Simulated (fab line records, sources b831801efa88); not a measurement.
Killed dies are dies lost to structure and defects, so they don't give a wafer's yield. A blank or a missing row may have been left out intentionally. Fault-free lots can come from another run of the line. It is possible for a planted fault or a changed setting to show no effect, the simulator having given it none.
A struck lot beside a sound one | flow sky130 | 42 out of 708 route steps
Sound: the wafers L689.2, L689.3, L689.6. Wafers L701.1, L701.2, L701.3 were the ones struck. At the end, the cause is stated.
At each step with rows: each side's tool, then ch and its chambers, then its first start. Under that, the readings that differ: sound wafers | struck wafers | difference of the means | sigmas: that difference in standard deviations of wafers without a fault.
alike: words and numbers the same on both sides, and readings whose means are apart by under 2 such deviations; not compared: readings that were withheld, readings missing a value for some wafer, numbers with overlapping values and no deviation given by the record, and bounds like >300 which may hide the same value.
A row with sigmas, a row that says differs or no value, or rows on one side alone: a step with any of these is where the two part. Numbers that have no deviation but don't overlap get no sigmas and don't part them. A reading missing from all wafers of one side parts the sides only when that side holds two or more wafers.

SKY_POLY_CUT_ETCH_10: etches BARC in N2/H2, stops on SiO2, time 45.9 s, target depth 60 nm.
  sound on rieDiel-02 ch 1,2, day 25 17:25; struck on rieDiel-01 ch 0,2,3, day 30 04:11
  alike: drypumpMotorCurrentA, h2FlowSccm, oesProductAu, throttleValvePct
  not compared: rfHoursCounterH
SKY_POLY_CUT_ETCH_11: etches Si3N4 in CF4/CH2F2/Ar, stops on poly-Si, time 42.5 s, target depth 60 nm.
  sound on rieDiel-02 ch 1,2, day 25 17:28; struck on rieDiel-01 ch 0,2,3, day 30 04:14
  alike: drypumpMotorCurrentA, oesProductAu, throttleValvePct
  not compared: rfHoursCounterH
SKY_POLY_CUT_STRIP_12: strips in O2/N2.
  sound on plasmaAsher-01 ch 0,1, day 25 17:30; struck on plasmaAsher-02 ch 0,1, day 30 04:16
  alike: drypumpMotorCurrentA, oesProductAu, stripTimeToEndpointS
  not compared: rfHoursCounterH
then, 7 steps without rows for these wafers: SKY_SD_P_DEHYDRATE_00 (time 60 s); SKY_SD_P_HMDS_01 (prime time 60 s); SKY_SD_P_COAT_02 (resist thk 1140 nm); SKY_SD_P_SOFTBAKE_03 (time 60 s); SKY_SD_P_EXPOSE_04 (exposes mask PSDM, target cd 380 nm); SKY_SD_P_PEB_05; SKY_SD_P_DEVELOP_06 (develop time 60 s).
SKY_SD_P_CD_MEAS_07: target cd 380 nm.
  sound on cdSem-01, day 26 22:08; struck on cdSem-02, day 31 08:18
reading   | sound             | struck            | difference | sigmas
cdNm (nm) | 384.3 381.1 381.4 | 376.9 377.5 377.1 | -5.1       | -2
SKY_SD_P_OVL_MEAS_08:
  sound on overlay-02, day 26 22:14; struck on overlay-02, day 31 08:25
  alike: SD_P_OVL
SKY_SD_P_IMPLANT_09:
  sound on implanter-01 ch 0, day 26 22:17; struck on implanter-03 ch 0, day 31 08:27
then, 1 step without rows for these wafers: SKY_SD_P_STRIP_10 (strips in O2/N2).
SKY_SD_P_TW_MEAS_11:
  sound on filmMetro-03, day 26 22:31; struck on filmMetro-01, day 31 08:42
  alike: SD_P_TW
then, 8 steps without rows for these wafers: SKY_RES_XHIGH_DEHYDRATE_00 (time 60 s); SKY_RES_XHIGH_HMDS_01 (prime time 60 s); SKY_RES_XHIGH_COAT_02 (resist thk 1140 nm); SKY_RES_XHIGH_SOFTBAKE_03 (time 58.47 s); SKY_RES_XHIGH_EXPOSE_04 (exposes mask URPM, target cd 1270 nm); SKY_RES_XHIGH_PEB_05; SKY_RES_XHIGH_DEVELOP_06 (develop time 60 s); SKY_RES_XHIGH_IMPLANT_07.
SKY_RES_XHIGH_STRIP_08: strips in O2/N2.
  sound on plasmaAsher-03 ch 1, day 28 03:52; struck on plasmaAsher-03 ch 0,1, day 32 11:50
  alike: drypumpMotorCurrentA, oesProductAu, stripTimeToEndpointS
  not compared: rfHoursCounterH
SKY_RES_XHIGH_TW_MEAS_09:
  sound on filmMetro-03, day 28 03:58; struck on filmMetro-03, day 32 11:56
  alike: RES_XHIGH_TW
then, 7 steps without rows for these wafers: SKY_SD_N_DEHYDRATE_00 (time 60 s); SKY_SD_N_HMDS_01 (prime time 60 s); SKY_SD_N_COAT_02 (resist thk 1140 nm); SKY_SD_N_SOFTBAKE_03 (time 60 s); SKY_SD_N_EXPOSE_04 (exposes mask NSDM, target cd 380 nm); SKY_SD_N_PEB_05; SKY_SD_N_DEVELOP_06 (develop time 60 s).
SKY_SD_N_CD_MEAS_07: target cd 380 nm.
  sound on cdSem-01, day 29 07:57; struck on cdSem-01, day 33 14:28
  alike: cdNm
SKY_SD_N_OVL_MEAS_08:
  sound on overlay-01, day 29 08:04; struck on overlay-02, day 33 14:35
  alike: SD_N_OVL
then, 2 steps without rows for these wafers: SKY_SD_N_IMPLANT_09; SKY_SD_N_IMPLANT_10.
SKY_SD_N_STRIP_11: strips in O2/N2.
  sound on plasmaAsher-01 ch 0,1, day 29 08:23; struck on plasmaAsher-01 ch 0,1, day 33 14:55
  alike: drypumpMotorCurrentA, oesProductAu, stripTimeToEndpointS
  not compared: rfHoursCounterH
SKY_SD_N_TW_MEAS_12:
  sound on filmMetro-04, day 29 08:30; struck on filmMetro-03, day 33 15:01
  alike: SD_N_TW
then, 2 steps without rows for these wafers: SKY_SD_N_CLEAN_13 (cleans in SC1/SC2, time 150 s); SKY_SD_N_RTA_14 (time 2 s).
SKY_SD_N_RS_MEAS_16: uses a four-point probe to measure.
  sound on filmMetro-03, day 29 08:47; struck on filmMetro-01, day 33 15:19
  alike: SD_N_RS
-- here the record skips 16 days between the struck wafers' starts before and after, leaving off in module SD_N and picking up in module PAD_OPEN (first step shown: number 708 of the route) --
SKY_PAD_OPEN_PROBE_99:
  sound on prober-02, day 46 18:25; struck on prober-02, day 49 19:51
reading                            | sound             | struck            | difference | sigmas
model.etest.resHighPo.rsOhmSqRange | 14.71 11.74 12.91 | 46.05 45.66 48.81 | +33.72     | 
model.etest.resPdiff.rsOhmSqRange  | 8.937 10.15 10.09 | 11.8 13.06 13.57  | +3.1       | 
  alike: killed_at_M0_to_M3, killed_at_M4_up, killedAtContacts, killedAtFrontEnd, killedAtOther, killedDies, killedOpen, killedShort

== WHERE THEY PART ==
At SKY_SD_P_CD_MEAS_07 and nowhere else, as far as this record goes. Later steps at which nothing parts them and some readings are alike: SKY_SD_P_OVL_MEAS_08, SKY_SD_P_TW_MEAS_11, SKY_RES_XHIGH_STRIP_08, SKY_RES_XHIGH_TW_MEAS_09, SKY_SD_N_CD_MEAS_07, SKY_SD_N_OVL_MEAS_08, SKY_SD_N_STRIP_11, SKY_SD_N_TW_MEAS_12, SKY_SD_N_RS_MEAS_16, SKY_PAD_OPEN_PROBE_99.

WHY: what the simulator had put in
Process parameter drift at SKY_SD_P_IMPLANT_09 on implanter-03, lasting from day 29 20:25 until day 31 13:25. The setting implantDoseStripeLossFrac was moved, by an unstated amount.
